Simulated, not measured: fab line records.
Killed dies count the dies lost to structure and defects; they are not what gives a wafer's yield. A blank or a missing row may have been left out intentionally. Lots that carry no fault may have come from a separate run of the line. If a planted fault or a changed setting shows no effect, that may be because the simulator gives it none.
fab line records -- flow sky130
[record] lots = 7, wafers = 21, lastDay = 50
route steps=708 shown NWELL@65 PAD_OPEN@708
lots that met no fault: from a run of the same line without faults
startH: hours from the record's opening day to when the first of the lot's shown wafers began -- waitH: hours since the lot's step before -- " identical to the entry in the row above -- L1.1+2: several wafers, shown together as one row -- - value missing, or start not given -- * or withheld: withheld -- < > ~ a bound
route shown NAME@n: NAME is a module with steps in the file, n the number in the route of the first one -- usual: the fault-free wafers' mean and standard deviation -- same: alike in all rows -- chamber/n: place in a boat -- sites: each site's reading -- _std_site: their standard deviation -- _edge_site: inner sites' mean taken away from outer sites' mean -- radiusMm: how far each site lies from the wafer's centre -- mask NAME#n: copy n -- behind: the tool/chamber that last shaped the wafer -- hold: why the lot went on hold/how many hours it stayed there/how the hold came to an end -- device: which transistor (n, p or np) failed to switch -- end of line: the tests these same wafers got at the end of their route -- a step with no rows: only its recipe -- killed: not the wafer's yield, but the dies lost to structure and defects at the first sort -- map: per-die view of a wafer (x killed, . not killed, _ where there is no die)
set.NAME: the setting that was run; set.NAME@STEP: the one run at that earlier step -- model.NAME: the simulator's own value behind a step, which no gauge read
certain route steps with their lots: each step a table, each wafer a row
services: the hour from which a tool's chamber was out of use, counted from the record's first day as startH (under 0 if before that day), plus the number of hours and why
[[steps]]
[step SKY_NWELL_IMPLANT_12]
[recipe] species = P, energyKev = 120, doseCm2 = 1.3e+12, tiltDeg = withheld
[step SKY_NWELL_IMPLANT_13]
[recipe] species = P, energyKev = 50, doseCm2 = 7e+11, tiltDeg = withheld
[step SKY_NWELL_STRIP_14]
[recipe] chemistry = O2/N2, powerW = 1400, pressureMtorr = 1500, platenTempC = withheld, o2FlowSccm = 3000, n2FlowSccm = 300, overashFraction = 0.5
[usual] drypumpMotorCurrentA = 5.5/0.47, oesProductAu = 0.723/0.0047, stripTimeToEndpointS = 36.90/0.1
lot.wafer,tool,chamber,startH,waitH,drypumpMotorCurrentA,oesProductAu,rfHoursCounterH,stripTimeToEndpointS
L324.1,plasmaAsher-03,1,113.38,0.1,6.4,0.725,30,36.82
L324.2,plasmaAsher-03,0,113.38,0.1,5.5,0.726,30,36.93
L324.5,plasmaAsher-03,0,113.38,0.1,5.5,0.722,-,36.94
L330.2,plasmaAsher-02,1,155.43,0.1,5.0,0.721,49,36.97
L330.4,plasmaAsher-02,1,155.43,0.1,5.0,0.721,-,36.97
L330.5,plasmaAsher-02,1,155.43,0.1,5.0,0.720,-,36.86
L332.4,plasmaAsher-02,0,163.66,0.1,5.1,0.732,-,36.83
L332.5,plasmaAsher-02,0,163.66,0.1,5.1,0.727,-,37.05
L332.6,plasmaAsher-02,1,163.66,0.1,5.0,0.722,-,37.09
L333.1,plasmaAsher-03,0,165.38,0.1,5.6,0.725,35,36.89
L333.2,plasmaAsher-03,1,165.38,0.1,6.4,0.720,35,36.91
L333.6,plasmaAsher-03,0,165.38,0.1,5.6,0.730,-,36.77
L334.2,plasmaAsher-04,1,180.43,0.1,5.5,0.729,6,37.11
L334.4,plasmaAsher-04,1,180.43,0.1,5.5,0.721,-,36.95
L334.6,plasmaAsher-04,0,180.43,0.1,5.5,0.719,-,37.01
L341.1,plasmaAsher-04,0,213.73,0.1,5.6,0.731,10,36.89
L341.4,plasmaAsher-04,0,213.73,0.1,5.6,0.721,-,36.76
L341.5,plasmaAsher-04,1,213.73,0.1,5.5,0.720,-,36.81
L342.2,plasmaAsher-02,1,223.28,0.1,5.0,0.726,56,36.76
L342.3,plasmaAsher-02,1,223.28,0.1,5.0,0.725,-,36.78
L342.5,plasmaAsher-02,1,223.28,0.1,5.0,0.717,-,36.73
[step SKY_NWELL_TW_MEAS_15]
[usual] NWELL_TW = 1813/8.3
lot.wafer,tool,chamber,startH,waitH,NWELL_TW
L324.1,filmMetro-02,-,113.48,0.1,1801
L324.2,filmMetro-02,-,113.48,0.1,1812
L324.5,filmMetro-02,-,113.48,0.1,1813
L330.2,filmMetro-02,-,155.54,0.1,1821
L330.4,filmMetro-02,-,155.54,0.1,1815
L330.5,filmMetro-02,-,155.54,0.1,1827
L332.4,filmMetro-03,-,163.76,0.1,1807
L332.5,filmMetro-03,-,163.76,0.1,1807
L332.6,filmMetro-03,-,163.76,0.1,1803
L333.1,filmMetro-03,-,165.48,0.1,1798
L333.2,filmMetro-03,-,165.48,0.1,1797
L333.6,filmMetro-03,-,165.48,0.1,1807
L334.2,filmMetro-03,-,180.54,0.1,1810
L334.4,filmMetro-03,-,180.54,0.1,1815
L334.6,filmMetro-03,-,180.54,0.1,1820
L341.1,filmMetro-02,-,213.83,0.1,1804
L341.4,filmMetro-02,-,213.83,0.1,1817
L341.5,filmMetro-02,-,213.83,0.1,1820
L342.2,filmMetro-03,-,223.39,0.1,1809
L342.3,filmMetro-03,-,223.39,0.1,1818
L342.5,filmMetro-03,-,223.39,0.1,1811
[step SKY_NWELL_DEHYDRATE_16]
[recipe] tempC = 200, timeS = 60
[step SKY_NWELL_HMDS_17]
[recipe] primeTimeS = 60, primeTempC = 120
[step SKY_NWELL_COAT_18]
[recipe] spinRpm = 2000, resistThkNm = 3000
[step SKY_NWELL_SOFTBAKE_19]
[recipe] tempC = 110, timeS = withheld
[step SKY_NWELL_EXPOSE_20]
[recipe] maskId = NWM_COMPLEMENT, na = 0.6, sourceShape = conventional, sigmaOuter = 0.6, polarization = unpolarized, targetCdNm = 840, doseMj = 260
[step SKY_NWELL_PEB_21]
[recipe] tempC = 115, timeS = withheld
[step SKY_NWELL_DEVELOP_22]
[recipe] wallAngleDeg = 90, developer = TMAH, developTimeS = 60, devTempC = 23
[step SKY_NWELL_OVL_MEAS_23]
[usual] NWELL_01_OVL = -0.3/1.4
lot.wafer,tool,chamber,startH,waitH,NWELL_01_OVL[nm]
L324.1,overlay-01,-,131.39,-,2.0
L324.2,overlay-01,-,131.39,-,1.8
L324.5,overlay-01,-,131.39,-,-1.8
L330.2,overlay-02,-,175.10,-,1.2
L330.4,overlay-02,-,175.10,-,2.5
L330.5,overlay-02,-,175.10,-,1.9
L332.4,overlay-01,-,183.46,-,-2.4
L332.5,overlay-01,-,183.46,-,-0.5
L332.6,overlay-01,-,183.46,-,0.3
L333.1,overlay-01,-,184.84,-,0.1
L333.2,overlay-01,-,184.84,-,-1.1
L333.6,overlay-01,-,184.84,-,-1.6
L334.2,overlay-02,-,201.74,-,0.4
L334.4,overlay-02,-,201.74,-,-1.3
L334.6,overlay-02,-,201.74,-,0.9
L341.1,overlay-02,-,235.89,-,0.4
L341.4,overlay-02,-,235.89,-,-0.3
L341.5,overlay-02,-,235.89,-,0.2
L342.2,overlay-01,-,246.05,-,1.9
L342.3,overlay-01,-,246.05,-,-0.2
L342.5,overlay-01,-,246.05,-,-1.7
[step SKY_NWELL_IMPLANT_24]
[recipe] species = B, energyKev = 140, doseCm2 = 9.2e+12, tiltDeg = withheld
[usual] doseIonsCm2 = 9.201e+12/1e+10, faradayCurrentUA = 51.9/1.1
lot.wafer,tool,chamber,startH,waitH,doseIonsCm2,faradayCurrentUA
L324.1,implanter-02,0,131.43,0.0,9.197e+12,51.9
L324.2,implanter-02,0,131.43,0.0,9.2e+12,51.5
L324.5,implanter-02,0,131.43,0.0,9.209e+12,51.7
L330.2,implanter-04,0,175.15,0.0,9.18e+12,50.6
L330.4,implanter-04,0,175.15,0.0,9.212e+12,52.3
L330.5,implanter-04,0,175.15,0.0,9.206e+12,51.7
L332.4,implanter-04,0,183.55,0.1,1.5765e+13,88.0
L332.5,implanter-04,0,183.55,0.1,1.5778e+13,91.4
L332.6,implanter-04,0,183.55,0.1,1.5769e+13,89.3
L333.1,implanter-04,0,184.88,0.0,1.576e+13,89.1
L333.2,implanter-04,0,184.88,0.0,1.5756e+13,89.1
L333.6,implanter-04,0,184.88,0.0,1.5761e+13,89.6
L334.2,implanter-04,0,201.80,0.0,1.5758e+13,88.5
L334.4,implanter-04,0,201.80,0.0,1.5747e+13,88.1
L334.6,implanter-04,0,201.80,0.0,1.5755e+13,87.6
L341.1,implanter-01,0,235.93,0.0,9.196e+12,51.7
L341.4,implanter-01,0,235.93,0.0,9.207e+12,52.1
L341.5,implanter-01,0,235.93,0.0,9.213e+12,52.7
L342.2,implanter-01,0,246.10,0.0,9.198e+12,53.0
L342.3,implanter-01,0,246.10,0.0,9.192e+12,52.8
L342.5,implanter-01,0,246.10,0.0,9.193e+12,54.7
[step SKY_NWELL_STRIP_25]
[recipe] chemistry = O2/N2, powerW = 1400, pressureMtorr = 1500, platenTempC = withheld, o2FlowSccm = 3000, n2FlowSccm = 300, overashFraction = 0.5
[usual] drypumpMotorCurrentA = 5.4/0.45, oesProductAu = 0.722/0.0052, stripTimeToEndpointS = 36.84/0.11
lot.wafer,tool,chamber,startH,waitH,drypumpMotorCurrentA,oesProductAu,rfHoursCounterH,stripTimeToEndpointS
L324.1,plasmaAsher-02,0,131.58,0.1,5.1,0.722,47,36.91
L324.2,plasmaAsher-02,1,131.58,0.1,5.0,0.726,47,36.87
L324.5,plasmaAsher-02,1,131.58,0.1,5.0,0.719,-,36.96
L330.2,plasmaAsher-04,1,175.28,0.1,5.5,0.708,5,36.73
L330.4,plasmaAsher-04,0,175.28,0.1,5.6,0.717,-,36.77
L330.5,plasmaAsher-04,1,175.28,0.1,5.5,0.719,-,36.78
L332.4,plasmaAsher-02,0,183.66,0.1,5.1,0.726,-,36.64
L332.5,plasmaAsher-02,1,183.66,0.1,5.0,0.720,-,36.62
L332.6,plasmaAsher-02,0,183.66,0.1,5.1,0.722,-,36.64
L333.1,plasmaAsher-02,1,185.03,0.1,5.0,0.716,52,36.73
L333.2,plasmaAsher-02,0,185.03,0.1,5.1,0.719,52,36.79
L333.6,plasmaAsher-02,0,185.03,0.1,5.1,0.721,-,36.83
L334.2,plasmaAsher-04,1,201.92,0.1,5.5,0.717,8,36.85
L334.4,plasmaAsher-04,0,201.92,0.1,5.5,0.726,-,36.92
L334.6,plasmaAsher-04,1,201.92,0.1,5.5,0.716,-,36.89
L341.1,plasmaAsher-02,1,236.08,0.1,5.0,0.729,57,36.84
L341.4,plasmaAsher-02,0,236.08,0.1,5.1,0.728,-,36.71
L341.5,plasmaAsher-02,0,236.08,0.1,5.1,0.717,-,36.66
L342.2,plasmaAsher-04,0,246.23,0.1,5.6,0.715,12,36.91
L342.3,plasmaAsher-04,0,246.23,0.1,5.6,0.719,-,36.77
L342.5,plasmaAsher-04,0,246.23,0.1,5.5,0.712,-,36.72
[step SKY_NWELL_TW_MEAS_26]
[usual] NWELL_2_TW = 493.3/2.9
lot.wafer,tool,chamber,startH,waitH,hold,NWELL_2_TW
L324.1,filmMetro-02,-,131.68,0.1,-,488.6
L324.2,filmMetro-02,-,131.68,0.1,-,492.4
L324.5,filmMetro-02,-,131.68,0.1,-,489.2
L330.2,filmMetro-03,-,175.39,0.1,-,495.1
L330.4,filmMetro-03,-,175.39,0.1,-,496.1
L330.5,filmMetro-03,-,175.39,0.1,-,494.8
L332.4,filmMetro-01,-,183.76,0.1,awaitDispo/0.2h/release,579.5
L332.5,filmMetro-01,-,183.76,0.1,awaitDispo/0.2h/release,576.7
L332.6,filmMetro-01,-,183.76,0.1,awaitDispo/0.2h/release,579.9
L332.4,filmMetro-01,-,183.98,0.2,-,577.7
L332.5,filmMetro-01,-,183.98,0.2,-,582.3
L332.6,filmMetro-01,-,183.98,0.2,-,578.9
L333.1,filmMetro-01,-,185.13,0.1,awaitDispo/0.2h/release,577.8
L333.2,filmMetro-01,-,185.13,0.1,awaitDispo/0.2h/release,579.9
L333.6,filmMetro-01,-,185.13,0.1,awaitDispo/0.2h/release,575.7
L333.1,filmMetro-01,-,185.51,0.4,-,577.1
L333.2,filmMetro-01,-,185.51,0.4,-,574.7
L333.6,filmMetro-01,-,185.51,0.4,-,577.8
L334.2,filmMetro-03,-,202.03,0.1,awaitDispo/0.2h/release,589.6
L334.4,filmMetro-03,-,202.03,0.1,awaitDispo/0.2h/release,586.9
L334.6,filmMetro-03,-,202.03,0.1,awaitDispo/0.2h/release,587.8
L334.2,filmMetro-03,-,202.26,0.2,-,587.6
L334.4,filmMetro-03,-,202.26,0.2,-,586.9
L334.6,filmMetro-03,-,202.26,0.2,-,587.0
L341.1,filmMetro-02,-,236.18,0.1,-,489.6
L341.4,filmMetro-02,-,236.18,0.1,-,494.3
L341.5,filmMetro-02,-,236.18,0.1,-,491.6
L342.2,filmMetro-02,-,246.34,0.1,-,495.1
L342.3,filmMetro-02,-,246.34,0.1,-,495.7
L342.5,filmMetro-02,-,246.34,0.1,-,498.9
[step SKY_PAD_OPEN_PROBE_99]
[usual] killed_at_M0_to_M3 = 44/7.8, killed_at_M4_up = 3.1/1.7, killedAtContacts = 25/5.1, killedAtFrontEnd = 15/4.4, killedAtOther = 0.5/0.68, killedDies = 88/9.9, killedOpen = 48/6.9, killedShort = 39/6.5
[same] grossDies = 492, killedAtBackSide = 0
lot.wafer,tool,chamber,startH,waitH,killed_at_M0_to_M3,killed_at_M4_up,killedAtContacts,killedAtFrontEnd,killedAtOther,killedDies,killedOpen,killedShort,model.etest.pfet_16v.rOnOhmUm,model.etest.resIsoPwell.rsOhmSq,model.etest.resPwellUnderGate.rsOhmSq,model.etest.nfet_16v.rOnOhmUm,model.etest.resIsoPwell.lineOhmUm,model.etest.tip_n_5v.rsOhmSq,model.etest.resNwell.lineOhmUm,model.etest.resIsoPwell.widthNm
L324.1,prober-01,-,1102.03,0.1,49,3,23,23,0,98,56,42,1.509e+04,2791,2282,1.395e+04,1039,1359,1115,2643
L324.2,prober-01,-,1102.08,0.1,42,4,29,22,0,97,53,44,1.476e+04,2701,2280,1.388e+04,1021,1366,1097,2654
L324.5,prober-01,-,1102.23,0.2,41,1,20,20,0,82,46,36,1.508e+04,2772,2265,1.422e+04,1035,1372,1094,2660
L330.2,prober-02,-,1145.57,0.1,59,1,19,7,1,87,48,39,1.524e+04,3044,2302,1.396e+04,1154,1379,1167,2656
L330.4,prober-02,-,1145.67,0.2,33,2,22,7,1,65,35,29,1.494e+04,2859,2272,1.417e+04,1085,1383,1133,2645
L330.5,prober-02,-,1145.72,0.2,38,1,20,17,0,76,45,31,1.517e+04,3016,2279,1.404e+04,1145,1383,1156,2639
L332.4,prober-01,-,1149.07,0.2,42,7,26,18,0,93,48,45,1.213e+04,2194,1601,1.471e+04,819.2,1494,1192,2696
L332.5,prober-01,-,1149.12,0.2,41,3,38,10,1,93,60,31,1.222e+04,2264,1598,1.46e+04,839.7,1494,1208,2683
L332.6,prober-01,-,1149.17,0.2,43,2,27,20,0,92,43,48,1.204e+04,2161,1601,1.468e+04,801.2,1495,1178,2685
L333.1,prober-02,-,1151.56,0.1,40,4,16,18,0,78,44,34,1.201e+04,1838,1584,1.474e+04,685.3,1436,1122,2691
L333.2,prober-02,-,1151.61,0.1,49,1,7,14,0,71,45,26,1.202e+04,1927,1582,1.466e+04,698.1,1430,1143,2692
L333.6,prober-02,-,1151.81,0.2,43,5,17,15,0,80,51,28,1.207e+04,1905,1582,1.465e+04,709.5,1427,1125,2696
L334.2,prober-01,-,1163.86,0.1,54,0,27,17,1,99,69,30,1.227e+04,1982,1582,1.474e+04,730.1,1466,1281,2699
L334.4,prober-01,-,1163.96,0.2,38,3,25,13,0,79,45,34,1.242e+04,2058,1601,1.48e+04,772.5,1464,1302,2681
L334.6,prober-01,-,1164.06,0.2,40,3,20,14,0,77,37,40,1.227e+04,2008,1595,1.462e+04,747.3,1454,1302,2692
L341.1,prober-01,-,1191.70,0.1,45,4,16,12,1,78,43,35,1.501e+04,3024,2290,1.39e+04,1141,1346,1107,2647
L341.4,prober-01,-,1191.85,0.2,48,7,19,25,1,100,52,48,1.5e+04,2993,2284,1.395e+04,1123,1351,1094,2646
L341.5,prober-01,-,1191.90,0.2,35,2,23,13,0,73,43,28,1.514e+04,3007,2288,1.418e+04,1128,1339,1087,2656
L342.2,prober-02,-,1196.07,0.1,42,5,22,12,1,82,48,34,1.575e+04,3740,2294,1.429e+04,1432,1407,1126,2632
L342.3,prober-02,-,1196.12,0.2,45,3,16,20,0,84,44,39,1.554e+04,3692,2290,1.431e+04,1378,1409,1110,2632
L342.5,prober-02,-,1196.22,0.2,45,10,24,13,1,93,48,44,1.554e+04,3617,2272,1.441e+04,1359,1408,1125,2653
// killed by level:class
L324.1 VIA1:geometricParticle:open=9 CONTACT:geometricParticle:open=9 VIA2:geometricParticle:open=9 SPACER:geometricParticle:open=6 METAL1:geometricParticle:short=6 FIELD_ISO:geometricParticle:open=5 LOCAL_INTERCONNECT:geometricParticle:short=5 CONTACT:geometricParticle:short=5
L324.2 CONTACT:geometricParticle:short=10 CONTACT:geometricParticle:open=9 VIA1:geometricParticle:open=8 POLY_GATE:geometricParticle:open=6 VIA3:geometricParticle:open=6 VIA1:geometricParticle:short=6 FIELD_ISO:geometricParticle:open=5 FIELD_ISO:geometricParticle:short=5
L324.5 FIELD_ISO:geometricParticle:open=10 CONTACT:geometricParticle:open=7 METAL2:geometricParticle:short=7 LI_CONTACT:geometricParticle:open=6 METAL1:geometricParticle:short=6 VIA1:geometricParticle:open=6 VIA2:geometricParticle:open=5 VIA3:geometricParticle:open=5
L330.2 VIA1:geometricParticle:open=15 VIA3:geometricParticle:open=12 METAL1:geometricParticle:short=8 CONTACT:geometricParticle:open=8 VIA1:geometricParticle:short=6 METAL2:geometricParticle:short=5 LI_CONTACT:geometricParticle:open=4 CONTACT:geometricParticle:short=4
L330.4 CONTACT:geometricParticle:open=7 VIA1:geometricParticle:open=7 LI_CONTACT:geometricParticle:open=6 METAL2:geometricParticle:short=5 VIA1:geometricParticle:short=4 VIA3:geometricParticle:open=4 LI_CONTACT:geometricParticle:short=3 CONTACT:geometricParticle:short=3
L330.5 VIA1:geometricParticle:open=10 CONTACT:geometricParticle:open=8 FIELD_ISO:geometricParticle:open=7 VIA3:geometricParticle:open=7 VIA2:geometricParticle:open=5 METAL2:geometricParticle:short=5 CONTACT:geometricParticle:short=4 VIA1:geometricParticle:short=4
L332.4 VIA1:geometricParticle:open=13 CONTACT:geometricParticle:open=9 METAL2:geometricParticle:short=7 CONTACT:geometricParticle:short=6 FIELD_ISO:geometricParticle:short=5 METAL4:geometricParticle:short=5 LI_CONTACT:geometricParticle:open=5 VIA3:geometricParticle:open=4
L332.5 VIA1:geometricParticle:open=15 LI_CONTACT:geometricParticle:open=14 CONTACT:geometricParticle:open=13 LOCAL_INTERCONNECT:geometricParticle:short=7 VIA2:geometricParticle:open=5 METAL2:geometricParticle:short=5 FIELD_ISO:geometricParticle:short=4 VIA3:geometricParticle:open=4
L332.6 VIA1:geometricParticle:open=11 CONTACT:geometricParticle:open=8 LI_CONTACT:geometricParticle:open=7 FIELD_ISO:geometricParticle:open=6 CONTACT:geometricParticle:short=6 METAL3:geometricParticle:short=6 FIELD_ISO:geometricParticle:short=5 METAL1:geometricParticle:short=5
L333.1 VIA2:geometricParticle:open=9 CONTACT:geometricParticle:open=8 VIA1:geometricParticle:open=8 METAL1:geometricParticle:short=6 POLY_GATE:geometricParticle:short=5 POLY_GATE:geometricParticle:open=5 VIA1:geometricParticle:short=5 VIA3:geometricParticle:open=5
L333.2 VIA3:geometricParticle:open=11 VIA1:geometricParticle:open=10 FIELD_ISO:geometricParticle:open=7 METAL2:geometricParticle:short=5 VIA2:geometricParticle:open=5 CONTACT:geometricParticle:open=4 METAL3:geometricParticle:short=4 VIA3:geometricParticle:short=4
L333.6 VIA1:geometricParticle:open=15 VIA3:geometricParticle:open=8 LI_CONTACT:geometricParticle:open=7 METAL2:geometricParticle:short=6 POLY_GATE:geometricParticle:short=5 CONTACT:geometricParticle:open=5 VIA2:geometricParticle:open=5 POLY_GATE:geometricParticle:open=4
L334.2 VIA1:geometricParticle:open=14 CONTACT:geometricParticle:open=11 VIA3:geometricParticle:open=10 VIA1:geometricParticle:short=8 VIA2:geometricParticle:open=8 POLY_GATE:geometricParticle:short=6 LI_CONTACT:geometricParticle:open=6 LOCAL_INTERCONNECT:geometricParticle:open=5
L334.4 VIA1:geometricParticle:open=10 LI_CONTACT:geometricParticle:open=8 VIA2:geometricParticle:open=7 VIA1:geometricParticle:short=6 CONTACT:geometricParticle:open=6 LI_CONTACT:geometricParticle:short=5 LOCAL_INTERCONNECT:geometricParticle:short=5 METAL2:geometricParticle:short=5
L334.6 VIA1:geometricParticle:open=10 METAL1:geometricParticle:short=7 CONTACT:geometricParticle:open=6 POLY_GATE:geometricParticle:open=5 VIA3:geometricParticle:open=5 LI_CONTACT:geometricParticle:open=5 LI_CONTACT:geometricParticle:short=5 VIA1:geometricParticle:short=5
L341.1 VIA1:geometricParticle:open=14 CONTACT:geometricParticle:open=10 VIA2:geometricParticle:open=6 METAL1:geometricParticle:short=6 METAL4:geometricParticle:short=4 LOCAL_INTERCONNECT:geometricParticle:short=4 VIA2:geometricParticle:short=4 FIELD_ISO:geometricParticle:open=3
L341.4 VIA1:geometricParticle:open=11 VIA2:geometricParticle:open=8 CONTACT:geometricParticle:open=7 METAL2:geometricParticle:short=7 FIELD_ISO:geometricParticle:short=6 LI_CONTACT:geometricParticle:open=6 POLY_GATE:geometricParticle:short=5 METAL4:geometricParticle:short=5
L341.5 LI_CONTACT:geometricParticle:open=12 VIA1:geometricParticle:open=9 CONTACT:geometricParticle:open=5 VIA3:geometricParticle:open=5 CONTACT:geometricParticle:short=4 METAL3:geometricParticle:open=4 POLY_GATE:geometricParticle:open=3 POLY_GATE:geometricParticle:short=3
L342.2 VIA1:geometricParticle:open=10 VIA2:geometricParticle:open=10 LI_CONTACT:geometricParticle:open=8 CONTACT:geometricParticle:open=7 VIA3:geometricParticle:open=5 VIA1:geometricParticle:short=5 FIELD_ISO:geometricParticle:open=4 POLY_GATE:geometricParticle:short=4
L342.3 VIA1:geometricParticle:short=8 VIA2:geometricParticle:open=7 VIA1:geometricParticle:open=7 METAL2:geometricParticle:short=7 FIELD_ISO:geometricParticle:short=5 POLY_GATE:geometricParticle:open=5 LI_CONTACT:geometricParticle:open=5 CONTACT:geometricParticle:open=5
L342.5 VIA1:geometricParticle:open=11 METAL2:geometricParticle:short=8 METAL4:geometricParticle:short=8 CONTACT:geometricParticle:short=7 CONTACT:geometricParticle:open=7 VIA3:geometricParticle:open=7 VIA2:geometricParticle:open=6 LI_CONTACT:geometricParticle:open=5
[[services]]
tool,chamber,startH,hours,kind
plasmaAsher-03,-,98.55,0.9,repair
plasmaAsher-04,-,108.75,9.0,pm
plasmaAsher-04,0,108.75,9.0,ventCycle
plasmaAsher-04,1,108.75,9.0,ventCycle
implanter-02,-,111.10,0.9,repair
plasmaAsher-04,0,117.75,-,clean
plasmaAsher-04,1,117.75,-,clean
implanter-04,-,130.90,5.0,repair
implanter-01,-,137.83,1.7,repair
plasmaAsher-04,-,166.90,2.8,pm
plasmaAsher-03,-,176.04,9.6,pm
implanter-01,-,210.95,1.1,repair
implanter-02,-,235.77,2.1,pm
implanter-02,-,237.92,5.5,pm
[[key]]
[firstSign] step = SKY_NWELL_IMPLANT_24, reading = doseIonsCm2, direction = up, sigmas = 99+, usual = *, struck = *
[effect] step = SKY_NWELL_IMPLANT_24, reading = faradayCurrentUA, direction = up, sigmas = 34, usual = 51.9, struck = 89.0
[effect] step = SKY_NWELL_TW_MEAS_26, reading = visit, direction = added
[effect] step = SKY_NWELL_TW_MEAS_26, reading = NWELL_2_TW, direction = up, sigmas = 31, usual = 493.3, struck = 581.5
[modelEffect] step = SKY_PAD_OPEN_PROBE_99, value = etest.pfet_16v.rOnOhmUm, without = 1.537e+04, struck = 1.216e+04
metAt SKY_NWELL_IMPLANT_24
struckWafers L332.4,L332.5,L332.6,L333.1,L333.2,L333.6,L334.2,L334.4,L334.6
testerLeftOut L332,L333,L334
onsetBetween 175.15 183.55
[fault] kind = processParameterDrift, tool = implanter-04, chamber = -, onsetH = 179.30, steps = SKY_NWELL_IMPLANT_24, channel = doseCm2, offset = *, shape = step, endH = 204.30, actsIn = *, stated = *
// testerLeftOut: of these lots the tester's yield and bins aren't shown, on N5 and GAA mostly nor the transistor test; their killed dies are dies lost to structure and defects alone, not to doping, threshold or leakage, so they don't give the yield
